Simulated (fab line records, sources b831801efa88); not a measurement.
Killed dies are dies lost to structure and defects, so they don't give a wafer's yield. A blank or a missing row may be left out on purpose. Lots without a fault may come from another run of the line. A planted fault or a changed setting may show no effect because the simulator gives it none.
fab line records | flow sky130
record lots=7 wafers=19 last_day=50
route steps=708 shown METAL2@497 VIA2@507 METAL3@532 PAD_OPEN@708
lots that met no fault: from a run of the same line without faults
start_h: hours from the record's first day to the start of the lot's first wafer shown | wait_h: hours since the lot's step before | " the same as in the row above | L1.1+2: a row that stands for several wafers | - no value, or no start given | * or withheld: withheld | < > ~ a bound
route shown NAME@n: a module of which the file shows steps, and the number in the route of the first | usual: mean/standard deviation of fault-free wafers | same: alike in all rows | chamber/n: place in a boat | sites: the reading at each site | _std_site: their standard deviation | _edge_site: outer sites' mean less inner sites' | radius_mm: how far each site lies from the wafer's centre | mask NAME#n: copy n | behind: the tool/chamber that last shaped the wafer | hold: why the lot was held/for how many hours/how that ended | device: the transistor (n, p or np) that didn't switch | end of line: the same wafers' tests at the end of the route | a step without rows: its recipe alone | killed: dies lost to structure and defects at the first sort, not the wafer's yield | map: a wafer's dies, x killed, . not, _ none there
set.NAME: the setting as run; set.NAME@STEP: as run at that earlier step | model.NAME: the simulator's own value behind a step, which no gauge read
lots at some steps of the route; a table a step, a row a wafer
services: from which hour (start_h, from the record's first day; less than 0 if before it) a tool's chamber was out of use, for how many hours, and why
## steps
# step SKY_METAL2_DEVELOP_14
# recipe develop_time_s=60 resist=KrF-thick dev_temp_c=21
# step SKY_METAL2_CD_MEAS_15
# recipe target_cd_nm=140
# usual cd_nm=139.8/1.6
# columns lot.wafer tool chamber start_h wait_h cd_nm
L737.1 cd_sem-01 - 869.90 - 140.7
L737.4 " - " " 141.1
L737.6 " - " " 139.5
L738.1 cd_sem-02 - 871.13 - 140.3
L738.5 " - " " 138.9
L738.6 " - " " 137.9
L739.1 cd_sem-02 - 876.14 - 143.3
L739.2 " - " " 144.7
L739.5 " - " " 145.0
L750.3 cd_sem-01 - 945.97 - 139.1
L750.5 " - " " 138.5
L750.6 " - " " 138.8
L754.4 cd_sem-01 - 966.59 - 140.8
L754.6 " - " " 139.4
L753.3 cd_sem-01 - 967.84 - 138.0
L753.5 " - " " 137.0
L756.1 cd_sem-01 - 980.98 - 139.7
L756.4 " - " " 139.0
L756.5 " - " " 139.8
# step SKY_METAL2_OVL_MEAS_16
# usual METAL2_OVL=5/4.7
# columns lot.wafer tool chamber start_h wait_h METAL2_OVL[nm]
L737.1 overlay-02 - 870.02 0.1 1
L737.4 " - " " 0
L737.6 " - " " 5
L738.1 overlay-02 - 871.25 0.1 8
L738.5 " - " " 7
L738.6 " - " " -1
L739.1 overlay-01 - 876.26 0.1 9
L739.2 " - " " 3
L739.5 " - " " 14
L750.3 overlay-01 - 946.07 0.1 14
L750.5 " - " " 3
L750.6 " - " " 9
L754.4 overlay-01 - 966.67 0.1 4
L754.6 " - " " 11
L753.3 overlay-01 - 967.93 0.1 1
L753.5 " - " " 1
L756.1 overlay-02 - 981.10 0.1 -2
L756.4 " - " " 1
L756.5 " - " " 5
# step SKY_METAL2_DESCUM_17
# recipe chemistry=O2 source_power_w=150 bias_power_w=0 pressure_mtorr=10 temp_c=40 time_s=8
# step SKY_METAL2_ETCH_18
# recipe chemistry=N2/H2 target=BARC ion_energy_ev=200 bias_w=100 pressure_mtorr=30 n2_flow_sccm=100 h2_flow_sccm=200 icp_w=500 stop_on=SiO2 time_s=45.9 target_depth_a=600
# usual bias_w=100.0/0.34 drypump_motor_current_A=5.9/0.37 oes_product_au=0.856/0.0044 throttle_valve_pct=13.226/0.0088
# columns lot.wafer tool chamber start_h wait_h bias_w drypump_motor_current_A oes_product_au rf_hours_counter_h throttle_valve_pct
L737.1 rie_metal-04 0 870.10 0.0 99.8 5.7 0.861 7 13.233
L737.4 " 1 " " 99.4 5.9 0.858 - 13.220
L737.6 " 1 " " 99.9 5.9 0.858 - 13.224
L738.1 rie_metal-02 1 871.32 0.0 100.1 5.7 0.856 3 13.233
L738.5 " 1 " " 100.1 5.7 0.856 - 13.237
L738.6 " 0 " " 100.0 5.7 0.850 - 13.222
L739.1 rie_metal-04 0 876.34 0.0 99.9 5.7 0.850 8 13.229
L739.2 " 1 " " 99.8 5.9 0.851 17 13.223
L739.5 " 1 " " 99.9 5.8 0.856 - 13.226
L750.3 rie_metal-04 1 946.14 0.0 99.5 5.9 0.852 - 13.232
L750.5 " 1 " " 100.3 5.9 0.852 - 13.214
L750.6 " 0 " " 100.0 5.7 0.863 - 13.222
L754.4 rie_metal-03 1 966.74 0.0 100.5 6.6 0.849 - 13.228
L754.6 " 1 " " 101.0 6.6 0.854 - 13.239
L753.3 rie_metal-04 0 968.00 0.0 99.7 5.7 0.863 - 13.237
L753.5 " 1 " " 100.0 5.8 0.860 - 13.230
L756.1 rie_metal-03 0 981.17 0.0 99.8 5.7 0.854 5 13.230
L756.4 " 0 " " 99.3 5.7 0.859 - 13.224
L756.5 " 0 " " 100.0 5.7 0.855 - 13.236
# step SKY_METAL2_METAL_ETCH_19
# recipe target_depth_a=3600 stop_on=SiO2 over_etch_frac=0.3 time_s=78 chemistry=Cl2/BCl3 resist_sidewall_deg=88 pressure_mtorr=10 icp_w=900 bias_w=48.5 Cl2_flow_sccm=60 bcl3_flow_sccm=30
# usual bias_w=48.48/0.15 drypump_motor_current_A=5.9/0.37 mfc_cl2_sccm=60.01/0.18 oes_product_au=0.856/0.006 throttle_valve_pct=22.264/0.0095
# same over_etch_frac=0.3
# columns lot.wafer tool chamber start_h wait_h bias_w drypump_motor_current_A mfc_cl2_sccm oes_product_au rf_hours_counter_h throttle_valve_pct
L737.1 rie_metal-04 0 870.18 0.1 48.64 5.7 60.07 0.842 7 22.267
L737.4 " 1 " " 48.34 5.8 59.82 0.849 - 22.251
L737.6 " 1 " " 48.38 5.8 60.13 0.849 - 22.275
L738.1 rie_metal-02 1 871.38 0.0 48.27 5.7 59.98 0.859 3 22.254
L738.5 " 1 " " 48.36 5.7 60.29 0.853 - 22.268
L738.6 " 0 " " 48.40 5.7 59.76 0.858 - 22.281
L739.1 rie_metal-04 0 876.43 0.1 48.30 5.7 60.15 0.860 8 22.264
L739.2 " 1 " " 48.42 5.8 59.73 0.856 17 22.271
L739.5 " 1 " " 48.41 5.9 60.32 0.857 - 22.268
L750.3 rie_metal-04 1 946.21 0.1 48.65 5.9 59.88 0.847 - 22.250
L750.5 " 1 " " 48.44 5.9 60.02 0.842 - 22.267
L750.6 " 0 " " 48.63 5.8 60.04 0.854 - 22.263
L754.4 rie_metal-03 1 966.81 0.1 48.60 6.6 60.05 0.853 - 22.257
L754.6 " 1 " " 48.60 6.6 59.98 0.865 - 22.263
L753.3 rie_metal-04 0 968.08 0.1 48.53 5.7 60.07 0.862 - 22.272
L753.5 " 1 " " 48.27 5.9 60.30 0.846 - 22.252
L756.1 rie_metal-03 0 981.23 0.0 48.60 5.7 59.93 0.846 5 22.247
L756.4 " 0 " " 48.39 5.7 60.12 0.855 - 22.261
L756.5 " 0 " " 48.41 5.7 60.07 0.864 - 22.273
# step SKY_METAL2_STRIP_20
# recipe chemistry=O2/N2 power_w=1400 pressure_mtorr=1500 platen_temp_c=withheld o2_flow_sccm=3000 n2_flow_sccm=300 overash_fraction=0.5
# usual drypump_motor_current_A=5.7/0.59 o2_flow_sccm=2999/9.7 oes_product_au=0.343/0.0049 strip_time_to_endpoint_s=2.705/0.025
# columns lot.wafer tool chamber start_h wait_h drypump_motor_current_A o2_flow_sccm oes_product_au rf_hours_counter_h strip_time_to_endpoint_s
L737.1 plasma_asher-04 1 870.30 0.1 5.5 2978 0.338 106 2.721
L737.4 " 1 " " 5.5 2993 0.351 - 2.763
L737.6 " 1 " " 5.5 3003 0.342 - 2.750
L738.1 plasma_asher-01 1 871.47 0.1 6.4 2995 0.344 42 2.675
L738.5 " 1 " " 6.4 2970 0.338 - 2.657
L738.6 " 0 " " 5.0 3007 0.335 - 2.669
L739.1 plasma_asher-02 1 876.55 0.1 5.8 3006 0.340 72 2.725
L739.2 " 0 " " 5.1 3012 0.343 72 2.696
L739.5 " 0 " " 5.1 3009 0.340 - 2.709
L750.3 plasma_asher-01 0 946.31 0.1 4.9 2999 0.339 - 2.702
L750.5 " 1 " " 6.3 3016 0.338 - 2.693
L750.6 " 0 " " 4.9 2994 0.342 - 2.694
L754.4 plasma_asher-04 0 966.91 0.1 6.4 3012 0.345 - 2.677
L754.6 " 0 " " 6.4 3015 0.346 - 2.716
L753.3 plasma_asher-01 1 968.17 0.1 6.4 2994 0.346 - 2.718
L753.5 " 0 " " 5.0 2995 0.345 - 2.724
L756.1 plasma_asher-02 1 981.32 0.1 5.8 2986 0.345 82 2.744
L756.4 " 0 " " 5.1 2991 0.337 - 2.734
L756.5 " 1 " " 5.8 2995 0.347 - 2.709
# step SKY_METAL2_STRIP_21
# recipe chemistry=post_etch_residue_remover time_s=1200 temp_c=72.5
# step SKY_METAL2_CLEAN_22
# recipe chemistry=IPA time_s=180 temp_c=25
# step SKY_METAL2_CLEAN_23
# recipe chemistry=O3/DIW dry=n2_spin
# step SKY_VIA2_HDPCVD_00
# recipe material=SiO2 target_thk_nm=1180 sigma_open_frac=0.3 time_s=196.7 temp_c=400 sih4_flow_sccm=60 pressure_mtorr=6
# step SKY_VIA2_THK_MEAS_01
# recipe reads=SiO2_of_VIA2_HDPCVD_00
# usual VIA2_HDPCVD_THK=1184/11
# columns lot.wafer tool chamber start_h wait_h VIA2_HDPCVD_THK[nm]
L737.1 film_metro-01 - 871.05 0.1 1182
L737.4 " - " " 1186
L737.6 " - " " 1200
L738.1 film_metro-02 - 872.19 0.1 1198
L738.5 " - " " 1185
L738.6 " - " " 1201
L739.1 film_metro-01 - 877.26 0.1 1189
L739.2 " - " " 1202
L739.5 " - " " 1206
L750.3 film_metro-02 - 947.02 0.1 1175
L750.5 " - " " 1191
L750.6 " - " " 1172
L754.4 film_metro-01 - 967.63 0.0 1197
L754.6 " - " " 1192
L753.3 film_metro-04 - 969.39 0.1 1168
L753.5 " - " " 1158
L756.1 film_metro-04 - 982.04 0.1 1195
L756.4 " - " " 1185
L756.5 " - " " 1197
# step SKY_VIA2_CMP_02
# recipe material=SiO2 down_force_psi=4 platen_rpm=60 pad_velocity_m_s=0.94248
# usual head_pressure_psi=4.000/0.0089 motor_current_A=12.6/1.5
# columns lot.wafer tool chamber start_h wait_h head_pressure_psi motor_current_A model.SiO2_of_VIA2_HDPCVD_00.thk_nm
L737.4 cmp-01 3 871.16 0.1 3.998 14.7 496.6
L737.1 " 1 " " 3.998 14.5 496
L737.6 " 3 " " 3.987 14.1 496.4
L738.1 cmp-01 0 872.35 0.1 3.996 10.8 494.8
L738.5 " 2 " " 4.004 13.3 494.9
L738.6 " 3 " " 4.013 14.7 496.3
L739.2 cmp-02 2 877.32 0.0 4.002 12.2 494
L739.1 " 3 " " 4.021 11.0 493.2
L739.5 " 2 " " 3.990 11.4 493.7
L750.3 cmp-01 3 947.21 0.2 4.014 14.3 618.4
L750.5 " 0 " " 4.026 11.5 496.2
L750.6 " 1 " " 4.001 14.5 495.3
L754.4 cmp-01 1 967.71 0.1 3.988 13.9 618.4
L754.6 " 1 " " 4.000 14.4 495.9
L753.3 cmp-01 0 969.53 0.1 3.993 12.3 617.9
L753.5 " 2 " " 3.993 13.8 495.9
L756.4 cmp-02 3 982.10 0.0 4.000 11.5 495.8
L756.1 " 1 " " 3.988 13.7 494.6
L756.5 " 3 " " 3.986 11.3 495.5
# step SKY_VIA2_BOW_MEAS_03
# recipe mode=bow
# usual VIA2_BOW=85/6.4
# columns lot.wafer tool chamber start_h wait_h VIA2_BOW[um]
L737.1 film_metro-04 - 871.41 0.1 81
L737.4 " - " " 89
L737.6 " - " " 78
L738.1 film_metro-04 - 872.55 0.1 76
L738.5 " - " " 79
L738.6 " - " " 85
L739.1 film_metro-04 - 877.62 0.2 86
L739.2 " - " " 95
L739.5 " - " " 78
L750.3 film_metro-02 - 947.40 0.1 93
L750.5 " - " " 80
L750.6 " - " " 83
L754.4 film_metro-01 - 968.02 0.3 81
L754.6 " - " " 76
L753.3 film_metro-04 - 969.77 0.2 104
L753.5 " - " " 93
L756.1 film_metro-04 - 982.40 0.1 84
L756.4 " - " " 88
L756.5 " - " " 83
# step SKY_VIA2_DEHYDRATE_04
# recipe temp_c=200 time_s=60
# step SKY_VIA2_HMDS_05
# recipe prime_time_s=60 prime_temp_c=120
# step SKY_VIA2_COAT_06
# recipe resist=BARC temp_c=withheld time_s=withheld spin_rpm=3000 resist_thk_nm=60
# step SKY_VIA2_COAT_07
# recipe resist=KrF-thick spin_rpm=3000 resist_thk_nm=450
# step SKY_VIA2_SOFTBAKE_08
# recipe temp_c=100 time_s=90 resist=KrF-thick
# step SKY_VIA2_EXPOSE_09
# recipe mask_id=VIM2 na=0.8 source_shape=annular sigma_inner=0.55 sigma_outer=0.85 target_cd_nm=200 dose_mj=38
# step SKY_VIA2_PEB_10
# recipe peb_temp_c=withheld peb_time_s=withheld resist=KrF-thick
# step SKY_VIA2_DEVELOP_11
# recipe develop_time_s=60 resist=KrF-thick dev_temp_c=21
# step SKY_VIA2_CD_MEAS_12
# recipe target_cd_nm=200
# usual cd_nm=200.5/1.4
# columns lot.wafer tool chamber start_h wait_h cd_nm
L737.1 cd_sem-01 - 898.05 - 200.2
L737.4 " - " " 199.1
L737.6 " - " " 199.4
L738.1 cd_sem-02 - 899.20 - 203.5
L738.5 " - " " 201.6
L738.6 " - " " 201.2
L739.1 cd_sem-01 - 904.80 - 199.1
L739.2 " - " " 199.8
L739.5 " - " " 198.5
L750.3 cd_sem-01 - 972.47 - 200.8
L750.5 " - " " 202.2
L750.6 " - " " 201.4
L754.4 cd_sem-01 - 991.23 - 201.0
L754.6 " - " " 201.7
L753.3 cd_sem-01 - 993.86 - 202.4
L753.5 " - " " 203.1
L756.1 cd_sem-02 - 1005.57 - 200.9
L756.4 " - " " 200.6
L756.5 " - " " 201.0
# step SKY_VIA2_OVL_MEAS_13
# usual VIA2_OVL=-2/5.5
# columns lot.wafer tool chamber start_h wait_h VIA2_OVL[nm]
L737.1 overlay-01 - 898.17 0.1 -5
L737.4 " - " " 3
L737.6 " - " " -3
L738.1 overlay-02 - 899.32 0.1 17
L738.5 " - " " 8
L738.6 " - " " 2
L739.1 overlay-02 - 904.92 0.1 -14
L739.2 " - " " 0
L739.5 " - " " 2
L750.3 overlay-02 - 972.57 0.1 7
L750.5 " - " " 0
L750.6 " - " " -1
L754.4 overlay-01 - 991.31 0.1 -1
L754.6 " - " " -6
L753.3 overlay-01 - 993.95 0.1 -4
L753.5 " - " " 0
L756.1 overlay-02 - 1005.69 0.1 10
L756.4 " - " " -2
L756.5 " - " " 6
# step SKY_VIA2_ETCH_14
# recipe chemistry=N2/H2 target=BARC ion_energy_ev=200 source_w=500 bias_w=100 pressure_mtorr=30 n2_flow_sccm=100 h2_flow_sccm=200 stop_on=SiO2 time_s=45.9 target_depth_a=600
# step SKY_VIA2_ETCH_15
# recipe target=SiO2 chemistry=C4F8/O2/Ar target_depth_nm=546 stop_on=TiN mask_material=KrF-thick source_w=1500 bias_w=1200 pressure_mtorr=40 c4f8_flow_sccm=withheld O2_flow_sccm=6 Ar_flow_sccm=300 time_s=84
# usual bias_w=1200/3.7 oes_product_au=0.940/0.0045
# columns lot.wafer tool chamber start_h wait_h bias_w oes_product_au rf_hours_counter_h model.etch.depth_nm model.VIA2.feature_depth_nm
L737.1 rie_diel-03 0 898.25 0.0 1208 0.934 27 496 496
L737.4 " 3 " " 1201 0.940 - 496.6 496.6
L737.6 " 0 " " 1201 0.934 - 496.4 496.4
L738.1 rie_diel-03 3 899.40 0.0 1197 0.944 19 494.8 494.8
L738.5 " 3 " " 1193 0.943 - 494.9 494.9
L738.6 " 2 " " 1198 0.940 - 496.3 496.3
L739.1 rie_diel-04 2 905.00 0.0 1198 0.929 1 493.2 493.2
L739.2 " 3 " " 1207 0.938 20 494 494
L739.5 " 2 " " 1203 0.943 - 493.7 493.7
L750.3 rie_diel-03 2 972.68 0.1 1201 0.997 - 545 545
L750.5 " 2 " " 1197 0.936 - 496.2 496.2
L750.6 " 1 " " 1204 0.946 - 495.3 495.3
L754.4 rie_diel-03 2 991.40 0.0 1199 1.002 - 546.8 546.8
L754.6 " 0 " " 1194 0.945 - 495.9 495.9
L753.3 rie_diel-04 0 994.02 0.0 1203 1.001 8 552.8 552.8
L753.5 " 2 " " 1196 0.942 - 495.9 495.9
L756.1 rie_diel-03 1 1005.77 0.0 1198 0.945 3 494.6 494.6
L756.4 " 2 " " 1196 0.940 - 495.8 495.8
L756.5 " 0 " " 1203 0.937 - 495.5 495.5
# step SKY_VIA2_STRIP_16
# recipe chemistry=O2/N2 power_w=1400 pressure_mtorr=1500 platen_temp_c=withheld o2_flow_sccm=3000 n2_flow_sccm=300 overash_fraction=0.5
# usual drypump_motor_current_A=5.5/0.41 o2_flow_sccm=3000/8.9 oes_product_au=0.399/0.0044 strip_time_to_endpoint_s=4.058/0.021
# columns lot.wafer tool chamber start_h wait_h drypump_motor_current_A o2_flow_sccm oes_product_au rf_hours_counter_h strip_time_to_endpoint_s
L737.1 plasma_asher-02 0 898.31 0.0 5.1 2991 0.397 74 4.071
L737.4 " 1 " " 5.8 3002 0.401 - 4.055
L737.6 " 0 " " 5.1 2986 0.398 - 4.070
L738.1 plasma_asher-03 0 899.46 0.0 5.6 3016 0.404 15 4.047
L738.5 " 1 " " 5.9 2997 0.400 - 4.064
L738.6 " 0 " " 5.6 3012 0.395 - 4.065
L739.1 plasma_asher-02 1 905.06 0.0 5.8 2990 0.408 74 4.102
L739.2 " 0 " " 5.1 3008 0.405 74 4.067
L739.5 " 0 " " 5.1 2999 0.403 - 4.088
L750.3 plasma_asher-02 0 972.78 0.1 5.1 2989 0.398 - 4.039
L750.5 " 1 " " 5.8 3007 0.405 - 4.054
L750.6 " 0 " " 5.1 2995 0.393 - 4.066
L754.4 plasma_asher-02 1 991.47 0.0 5.8 3010 0.405 - 4.051
L754.6 " 1 " " 5.8 2994 0.396 - 4.075
L753.3 plasma_asher-03 0 994.12 0.1 5.6 3003 0.397 - 4.015
L753.5 " 1 " " 5.8 2998 0.391 - 4.043
L756.1 plasma_asher-01 0 1005.84 0.0 4.9 2988 0.402 55 4.079
L756.4 " 0 " " 4.9 2993 0.404 - 4.070
L756.5 " 0 " " 4.9 3001 0.398 - 4.041
# step SKY_VIA2_STRIP_17
# recipe chemistry=post_etch_residue_remover time_s=1200 temp_c=72.5
# step SKY_VIA2_CLEAN_18
# recipe chemistry=IPA time_s=180 temp_c=25
# step SKY_VIA2_CLEAN_19
# recipe chemistry=O3/DIW dry=n2_spin
# step SKY_VIA2_SPUTTER_20
# recipe material=TiN target_thk_nm=20 chamber_pressure_pa=5 power_w=4000 time_s=80
# step SKY_VIA2_CVD_21
# recipe material=W target_thk_nm=420 time_s=126.4 temp_c=400 pressure_torr=40
# usual heater_power_w=844/92
# columns lot.wafer tool chamber start_h wait_h heater_power_w
L737.1 cvd_w-01 0 898.97 0.0 942
L737.4 " 0 " " 978
L737.6 " 1 " " 758
L738.1 cvd_w-01 0 900.12 0.0 969
L738.5 " 0 " " 951
L738.6 " 1 " " 766
L739.1 cvd_w-02 1 905.83 0.0 761
L739.2 " 0 " " 930
L739.5 " 0 " " 904
L750.3 cvd_w-01 0 973.56 0.1 905
L750.5 " 0 " " 904
L750.6 " 1 " " 745
L754.4 cvd_w-01 1 992.13 0.1 723
L754.6 " 0 " " 921
L753.3 cvd_w-01 0 994.78 0.1 911
L753.5 " 1 " " 718
L756.1 cvd_w-02 0 1006.49 0.0 947
L756.4 " 0 " " 913
L756.5 " 1 " " 763
# step SKY_VIA2_CMP_24
# recipe stop_on=SiO2 t_overpolish_s=20 down_force_psi=3.5 platen_rpm=60 target_thk_nm=0 pad_velocity_m_s=0.94248
# usual head_pressure_psi=3.499/0.0079 motor_current_A=11.4/1.4
# columns lot.wafer tool chamber start_h wait_h head_pressure_psi motor_current_A model.SiO2_of_VIA2_HDPCVD_00.thk_nm
L737.4 cmp-02 1 899.38 0.1 3.506 11.4 492.2
L737.1 " 2 " " 3.503 10.4 491.6
L737.6 " 3 " " 3.511 9.9 492
L738.1 cmp-02 0 900.58 0.2 3.492 9.3 490.4
L738.6 " 1 " " 3.508 11.4 491.9
L738.5 " 2 " " 3.493 10.5 490.5
L739.2 cmp-02 1 906.24 0.1 3.496 11.5 489.6
L739.1 " 2 " " 3.504 10.6 488.8
L739.5 " 0 " " 3.484 10.0 489.3
L750.3 cmp-01 0 973.83 0.0 3.495 10.5 614
L750.6 " 0 " " 3.491 10.3 490.9
L750.5 " 1 " " 3.492 13.0 491.8
L754.4 cmp-01 2 992.45 0.1 3.503 12.2 614
L754.6 " 1 " " 3.483 12.3 491.5
L753.3 cmp-02 1 995.10 0.1 3.489 11.2 613.5
L753.5 " 1 " " 3.489 11.3 491.5
L756.4 cmp-01 2 1006.90 0.1 3.492 12.8 491.4
L756.1 " 3 " " 3.500 13.8 490.2
L756.5 " 1 " " 3.496 13.4 491.1
# step SKY_METAL3_SPUTTER_00
# recipe material=Ti target_thk_nm=15 power_w=3000 time_s=10 chamber_pressure_pa=0.4
# usual throttle_valve_pct=29.8/1.2
# columns lot.wafer tool chamber start_h wait_h throttle_valve_pct
L737.1 pvd_sputter-03 - 899.58 0.1 30.7
L737.4 " - " " 30.2
L737.6 " - " " 28.6
L738.1 pvd_sputter-04 - 900.73 0.1 31.2
L738.5 " - " " 31.2
L738.6 " - " " 30.2
L739.1 pvd_sputter-01 - 906.44 0.1 29.8
L739.2 " - " " 30.0
L739.5 " - " " 29.7
L750.5 pvd_sputter-03 - 974.14 0.0 30.6
L750.6 " - " " 28.6
L754.6 pvd_sputter-03 - 992.71 0.1 30.6
L753.5 pvd_sputter-01 - 995.36 0.0 28.0
L756.1 pvd_sputter-04 - 1007.10 0.1 30.5
L756.4 " - " " 31.4
L756.5 " - " " 30.1
# step SKY_METAL3_SPUTTER_01
# recipe material=TiN target_thk_nm=20 power_w=6500 time_s=16.7 chamber_pressure_pa=0.4
# usual throttle_valve_pct=29.8/1.2
# columns lot.wafer tool chamber start_h wait_h throttle_valve_pct
L737.1 pvd_sputter-03 - 899.60 0.0 30.8
L737.4 " - " " 30.3
L737.6 " - " " 28.4
L738.1 pvd_sputter-04 - 900.75 0.0 31.1
L738.5 " - " " 31.3
L738.6 " - " " 30.6
L739.1 pvd_sputter-01 - 906.46 0.0 29.7
L739.2 " - " " 29.7
L739.5 " - " " 29.7
L750.5 pvd_sputter-03 - 974.17 0.0 30.7
L750.6 " - " " 28.6
L754.6 pvd_sputter-03 - 992.73 0.0 30.5
L753.5 pvd_sputter-01 - 995.38 0.0 28.2
L756.1 pvd_sputter-04 - 1007.12 0.0 30.5
L756.4 " - " " 31.4
L756.5 " - " " 30.3
# step SKY_PAD_OPEN_PROBE_99
# columns lot.wafer tool chamber start_h wait_h model.etest.iso_ndiff_nwell.under_floor model.etest.sonos_programmed.under_floor model.etest.res_li.open model.etest.res_deep_nwell.open model.etest.pfet_g5v0d10v5.under_floor model.etest.diode_nwell_sub.under_floor model.etest.res_p_drift_20v.open model.etest.pfet_01v8.under_floor
L737.1+4+6 prober-01 - 1114.86 0.1 0 0 0 0 0 0 0 0
L738.1+5+6 prober-01 - 1117.54 0.1 0 0 0 0 0 0 0 0
L739.1+2+5 prober-02 - 1121.14 0.1 0 0 0 0 0 0 0 0
L750.3 prober-01 - 1171.49 0.2 1 1 1 1 1 1 1 1
L750.5+6 prober-01 - 1171.59 0.2 0 0 0 0 0 0 0 0
L754.4 prober-02 - 1185.16 0.2 1 1 1 1 1 1 1 1
L754.6 prober-02 - 1185.26 0.2 0 0 0 0 0 0 0 0
L753.3 prober-01 - 1187.34 0.2 1 1 1 1 1 1 1 1
L753.5 prober-01 - 1187.44 0.2 0 0 0 0 0 0 0 0
L756.1+4+5 prober-01 - 1194.87 0.1 0 0 0 0 0 0 0 0
# killed by level:class
L737.1 CONTACT:geometric_particle:open=17 VIA1:geometric_particle:open=9 METAL1:geometric_particle:short=6 FIELD_ISO:geometric_particle:open=5 LI_CONTACT:geometric_particle:open=5 CONTACT:geometric_particle:short=5 METAL2:geometric_particle:short=5 VIA3:geometric_particle:open=5
L737.4 CONTACT:geometric_particle:open=9 VIA3:geometric_particle:open=8 VIA1:geometric_particle:open=7 VIA2:geometric_particle:open=7 VIA1:geometric_particle:short=6 FIELD_ISO:geometric_particle:open=5 METAL1:geometric_particle:short=5 LI_CONTACT:geometric_particle:open=4
L737.6 METAL1:geometric_particle:short=10 CONTACT:geometric_particle:open=8 CONTACT:geometric_particle:short=7 VIA3:geometric_particle:open=6 VIA2:geometric_particle:open=5 VIA2:geometric_particle:short=5 FIELD_ISO:geometric_particle:short=4 LI_CONTACT:geometric_particle:short=4
L738.1 VIA1:geometric_particle:open=9 CONTACT:geometric_particle:open=7 POLY_GATE:geometric_particle:short=5 METAL2:geometric_particle:short=5 LI_CONTACT:geometric_particle:open=4 VIA1:geometric_particle:short=4 FIELD_ISO:geometric_particle:short=3 LOCAL_INTERCONNECT:geometric_particle:short=3
L738.5 CONTACT:geometric_particle:open=10 VIA2:geometric_particle:open=8 LI_CONTACT:geometric_particle:open=6 METAL2:geometric_particle:short=5 LOCAL_INTERCONNECT:geometric_particle:short=5 FIELD_ISO:geometric_particle:short=4 VIA1:geometric_particle:open=4 POLY_GATE:geometric_particle:open=3
L738.6 VIA1:geometric_particle:open=8 CONTACT:geometric_particle:open=7 VIA3:geometric_particle:open=6 VIA1:geometric_particle:short=5 VIA2:geometric_particle:open=5 CONTACT:geometric_particle:short=4 METAL2:geometric_particle:short=4 VIA3:geometric_particle:short=3
L739.1 VIA1:geometric_particle:open=13 VIA3:geometric_particle:open=10 LOCAL_INTERCONNECT:geometric_particle:short=8 CONTACT:geometric_particle:open=6 METAL1:geometric_particle:short=6 METAL2:geometric_particle:short=6 VIA2:geometric_particle:open=6 VIA1:geometric_particle:short=5
L739.2 CONTACT:geometric_particle:open=19 VIA1:geometric_particle:open=8 METAL3:geometric_particle:short=6 METAL1:geometric_particle:short=5 LI_CONTACT:geometric_particle:open=5 VIA1:geometric_particle:short=5 METAL2:geometric_particle:short=5 FIELD_ISO:geometric_particle:short=4
L739.5 VIA1:geometric_particle:open=15 VIA3:geometric_particle:open=9 VIA2:geometric_particle:open=6 LOCAL_INTERCONNECT:geometric_particle:short=5 METAL3:geometric_particle:short=5 FIELD_ISO:geometric_particle:open=4 LI_CONTACT:geometric_particle:open=4 CONTACT:geometric_particle:open=4
L756.1 VIA1:geometric_particle:open=15 CONTACT:geometric_particle:short=8 METAL2:geometric_particle:short=7 VIA1:geometric_particle:short=7 POLY_GATE:geometric_particle:short=6 LOCAL_INTERCONNECT:geometric_particle:short=6 METAL4:geometric_particle:short=6 LI_CONTACT:geometric_particle:open=5
L756.4 CONTACT:geometric_particle:open=8 VIA1:geometric_particle:open=7 FIELD_ISO:geometric_particle:short=6 VIA3:geometric_particle:open=6 VIA1:geometric_particle:short=6 LI_CONTACT:geometric_particle:open=5 METAL4:geometric_particle:short=5 METAL1:geometric_particle:short=4
L756.5 CONTACT:geometric_particle:open=14 LI_CONTACT:geometric_particle:open=7 POLY_GATE:geometric_particle:open=6 METAL2:geometric_particle:short=6 VIA2:geometric_particle:open=6 LI_CONTACT:geometric_particle:short=5 METAL1:geometric_particle:short=5 LOCAL_INTERCONNECT:geometric_particle:short=5
## services
# columns tool chamber start_h hours kind
plasma_asher-03 - 849.81 5.9 repair
rie_diel-03 2 849.94 5.9 repair
rie_diel-04 2 860.65 4.4 repair
cmp-02 - 868.94 3.0 repair
rie_diel-03 1 873.04 58.2 repair
cvd_w-01 - 881.53 6.9 pm
cmp-02 - 888.41 8.2 pm
cmp-01 - 893.89 1.3 repair
cvd_w-01 - 904.00 14.0 pm
pvd_sputter-01 - 911.04 14.2 repair
plasma_asher-01 - 911.79 2.8 pm
plasma_asher-02 - 912.70 3.1 repair
rie_diel-04 3 912.71 7.0 repair
rie_diel-03 0 914.45 4.4 repair
plasma_asher-03 - 916.36 0.9 repair
cmp-02 - 919.52 4.0 pm
rie_diel-04 3 920.05 5.9 repair
cvd_w-01 - 944.76 14.6 pm
pvd_sputter-03 - 945.81 0.8 repair
rie_diel-04 3 948.60 7.6 repair
rie_diel-03 3 959.79 83.3 repair
cvd_w-01 - 962.52 2.8 pm
cvd_w-02 - 987.45 2.8 pm
rie_metal-04 1 997.98 14.3 repair
## key
first_sign step=SKY_VIA2_ETCH_15 reading=oes_product_au direction=up sigmas=13 usual=0.940 struck=1.000
effect step=SKY_METAL3_SPUTTER_00 reading=visit direction=missing
effect step=SKY_METAL3_SPUTTER_01 reading=visit direction=missing
model_effect step=SKY_VIA2_CMP_02 value=SiO2_of_VIA2_HDPCVD_00.thk_nm without=494.5 struck=618.2
model_effect step=SKY_VIA2_ETCH_15 value=etch.depth_nm without=494.5 struck=548.2
model_effect step=SKY_VIA2_CMP_24 value=SiO2_of_VIA2_HDPCVD_00.thk_nm without=490.1 struck=613.8
model_effect step=SKY_PAD_OPEN_PROBE_99 value=etest.iso_ndiff_nwell.under_floor without=0 struck=1
met_at SKY_VIA2_CMP_02
struck_wafers L750.3,L753.3,L754.4
later_rows_left_out L750.3,L753.3,L754.4
sort_left_out L750.3,L753.3,L754.4
onset_between 872.35 947.21
fault kind=process_parameter_drift tool=cmp-01 chamber=- onset_h=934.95 steps=SKY_VIA2_CMP_02 channel=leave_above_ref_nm offset=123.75 shape=step end_h=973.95 scope=struck_wafers_only acts_in=these_recipes_only stated=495
# sort_left_out: the simulated sort isn't trusted on such a fault, so these wafers' sort isn't shown, and their yield isn't known
# later_rows_left_out: the simulator's readings of these wafers behind a module that went badly wrong aren't trusted and aren't shown, but for the sort
